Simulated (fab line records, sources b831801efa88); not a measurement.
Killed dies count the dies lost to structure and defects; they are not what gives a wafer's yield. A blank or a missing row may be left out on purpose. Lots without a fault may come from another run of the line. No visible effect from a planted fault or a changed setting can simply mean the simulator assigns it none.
What tool caused it? ; flow sky130 ; 41 wafers from 14 lots sampled at 3 of the route's 708 steps

WHAT THE GAUGES READ, wafer by wafer
SKY_METAL3_CD_MEAS_13: the cd target is 300 nm. Usual: cdNm reads 300.3 nm (standard deviation 1.5).
lot;measured;on;cdNm (nm);flag
L702;day 38 07:49;cdSem-01;303.6 301.6 301.8;
L704;day 39 00:02;cdSem-01;299.9 297.9 298.7;
L706;day 39 13:40;cdSem-01;301.2 302.1 303.1;
L707;day 40 15:25;cdSem-02;301.8 301.5 301.9;
L708;day 40 19:59;cdSem-01;299.3 300.4 301.0;
L709;day 40 22:00;cdSem-02;299.3 299.8 299.9;
L710;day 41 01:08;cdSem-01;298.2 298.5 299.5;
L715;day 42 20:47;cdSem-01;300.6 300.8;
L719;day 43 23:06;cdSem-01;300.9 300.9 301.4;
L721;day 44 02:03;cdSem-01;303.2 303.2 301.9;
L722;day 44 23:27;cdSem-01;299.9 298.0 298.5;
L724;day 45 02:52;cdSem-02;299.2 298.4 299.3;
L723;day 45 03:13;cdSem-01;297.2 298.2 298.9;
L725;day 45 05:01;cdSem-01;300.3 300.5 301.1;

SKY_VIA3_THK_MEAS_01. Usual: VIA3_HDPCVD_THK 1634 nm, standard deviation 17.
lot;measured;on;VIA3_HDPCVD_THK (nm);flag
L702;day 38 09:07;filmMetro-02;1647 1606 1653;
L704;day 39 01:18;filmMetro-02;1594 1608 1610;
L706;day 39 14:54;filmMetro-02;1636 1618 1635;
L707;day 40 16:45;filmMetro-02;1665 1645 1622;
L708;day 40 21:13;filmMetro-03;1658 1642 1636;
L709;day 40 23:16;filmMetro-02;1632 1640 1639;
L710;day 41 02:22;filmMetro-04;1668 1652 1662;
L715;day 42 22:04;filmMetro-02;1658 1628;
L719;day 44 00:23;filmMetro-03;1625 1643 1641;
L721;day 44 03:25;filmMetro-04;1620 1623 1605;
L722;day 45 00:41;filmMetro-04;1622 1649 1632;
L724;day 45 04:08;filmMetro-02;1666 1644 1645;
L723;day 45 04:27;filmMetro-02;1630 1645 1623;
L725;day 45 06:16;filmMetro-04;1664 1618 1629;

SKY_VIA3_BOW_MEAS_03. Usual: VIA3_BOW 80 um, standard deviation 8.
lot;measured;on;VIA3_BOW (um);flag
L702;day 38 09:30;filmMetro-04;84 74 86;
L704;day 39 01:40;filmMetro-04;74 81 94;
L706;day 39 15:16;filmMetro-03;79 72 90;
L707;day 40 17:19;filmMetro-02;84 70 93;
L708;day 40 21:35;filmMetro-03;86 85 91;
L709;day 40 23:38;filmMetro-03;80 66 75;
L710;day 41 02:44;filmMetro-02;76 75 79;
L715;day 42 22:26;filmMetro-03;78 64;
L719;day 44 00:44;filmMetro-02;81 79 79;
L721;day 44 03:47;filmMetro-03;78 88 95;
L722;day 45 01:04;filmMetro-03;88 92 81;
L724;day 45 04:58;filmMetro-03;72 59 77;
L723;day 45 05:16;filmMetro-02;77 74 87;
L725;day 45 06:38;filmMetro-04;86 77 70;

WHAT TOOL EACH LOT RAN ON (gives the tool, then ch and the chambers of the sampled wafers, and finally the start)
Before these readings, the record contains no process step.

WHAT THE TOOLS THEMSELVES READ (means of the sampled wafers that have a number; where no wafer has one, the mark that the record gives instead)
The record holds no such reading with a usual standard deviation.

THE ANSWER, worked out from the rows above alone
Rule: take the mean of a lot's wafers that have a number; if it is more than 3 standard deviations from the usual mean, the lot is off. A lot without any number at a reading at which 4 lots or more have one is off too. Where the step has rows for the other lots, those lots are counted as sound. Order of review: gauges by route order, followed by the tools' own readings, for which a lot's mean as printed above is used. The first step at which some lot is off is used, and at that step the reading that is off furthest; a lot without a number counts as furthest.
No lot is off at any reading shown: from this, nothing can be told.

WHAT THE SIMULATOR HAD PUT IN
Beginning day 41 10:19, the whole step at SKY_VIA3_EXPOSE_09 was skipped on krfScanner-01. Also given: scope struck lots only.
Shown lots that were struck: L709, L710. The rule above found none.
